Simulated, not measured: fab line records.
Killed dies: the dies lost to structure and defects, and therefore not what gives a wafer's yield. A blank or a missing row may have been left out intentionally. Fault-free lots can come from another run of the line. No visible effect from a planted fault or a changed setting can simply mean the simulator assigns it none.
Code-filled problem report in 8D (eight disciplines) form | flow sky130 | the parts of the form that need people (team, actions taken, sign-off) are left out

1. THE PROBLEM
Mean SD_N_RS at SKY_SD_N_RS_MEAS_16: 69.75 ohm/sq over 6 wafers in 2 lots; fault-free wafers: 68.57 ohm/sq, standard deviation 0.11. Measured from the usual mean, that is +11 standard deviations.
The step: measures by four-point-probe.
First seen on wafer L491.3, day 30 15:16, on film metro-02. At this step, 33 wafers from 11 lots have a number in the record. Rule for "out", or "out of limits": more than 4 standard deviations from the usual mean. The other wafers with a number count as sound.

2. WHAT IT IS; WHAT IT IS NOT
question                    | is                           | is not
which readings at this step | SD_N_RS                      | -
which lots                  | L491, L494                   | L483, L485, L486, L487, L488, L490, L493, L503, L505
which wafers of those lots  | all that have a number       | -
read on which gauges        | film metro-02, film metro-03 | film metro-01
when                        | from day 30 15:16            | up to then (18 sound wafers); but 9 sound wafers of L493, L503, L505 came after

3. WHAT RULES OUT EACH SUSPECT
Counting: a tool stays on the suspect list if, at a process step up to the reading, it processed all lots that are out and no sound lot following the first of them.
- the gauge at SKY_SD_N_RS_MEAS_16 is ruled out. Those wafers that are out were read across 2 gauges (film metro-02, film metro-03).
- rie diel-01 at SKY_POLY_CUT_ETCH_10 (etches BARC in N2/H2, stops on SiO2, time 45.9 s, target depth 60 nm): kept. It processed each lot that is out, first L491 at day 27 01:16, and no sound lot thereafter; up to then, the last sound lot it processed was L488 at day 26 00:38.
- implanter-01 at SKY_SD_N_IMPLANT_09: ruled out as a lasting fault. After its first lot that is out, L491 (day 30 14:36), sound lots L503, L505 ran on it.
- plasma asher-04 at SKY_SD_N_STRIP_11 (strips in O2/N2): ruled out as a lasting fault. After its first lot that is out, L491 (day 30 14:53), sound lots L503, L505 ran on it.
Remaining after the count: rie diel-01 at SKY_POLY_CUT_ETCH_10.

4. THE CAUSE (what the simulator had put in)
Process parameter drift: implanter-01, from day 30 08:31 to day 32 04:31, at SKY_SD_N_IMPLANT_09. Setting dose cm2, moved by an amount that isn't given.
It was ruled out by counting, in error; the rule expects a fault to strike all lots run on its tool from its start on, and this fault did not.

5. THE CHAIN OF EFFECTS, in route order
Each row: a reading whose mean over the struck wafers that have a number lies more than 3 standard deviations from the usual. Readings are gone through only where the record gives a usual standard deviation; hours: the median, over the lots, of the time from a lot's start at the first step in this table giving one to that lot's start at this step; sigmas: the change measured in usual standard deviations.
hours | step                | reading                  | usual        | on struck wafers | change | sigmas
0     | SKY_SD_N_IMPLANT_09 | dose ions cm2            | 4e+15        | 4e+15            | -5e+14 | -99 or more
0     | SKY_SD_N_STRIP_11   | strip time to endpoint s | 22.56 s      | 22.09            | -0.47  | -11
1     | SKY_SD_N_RS_MEAS_16 | SD_N_RS                  | 68.57 ohm/sq | 69.75            | +1.18  | +11
The process steps in it:
- SKY_SD_N_IMPLANT_09
- SKY_SD_N_STRIP_11: strips in O2/N2.
Later steps that measure or inspect, where all struck wafers having a row at the step show a number for every such reading and not one has moved that far: SKY_SD_N_RS_MEAS_18.

6. WHAT WOULD HAVE CAUGHT IT SOONER
The first out-of-limits reading at a measuring or inspecting step in this record came at day 30 15:16, 7 hours after the fault's start at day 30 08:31.
At SKY_SD_N_IMPLANT_09, the tool's own readings (dose ions cm2) were out on each struck wafer the step has a row for, so an alarm limit on them would have fired on the first such wafer.
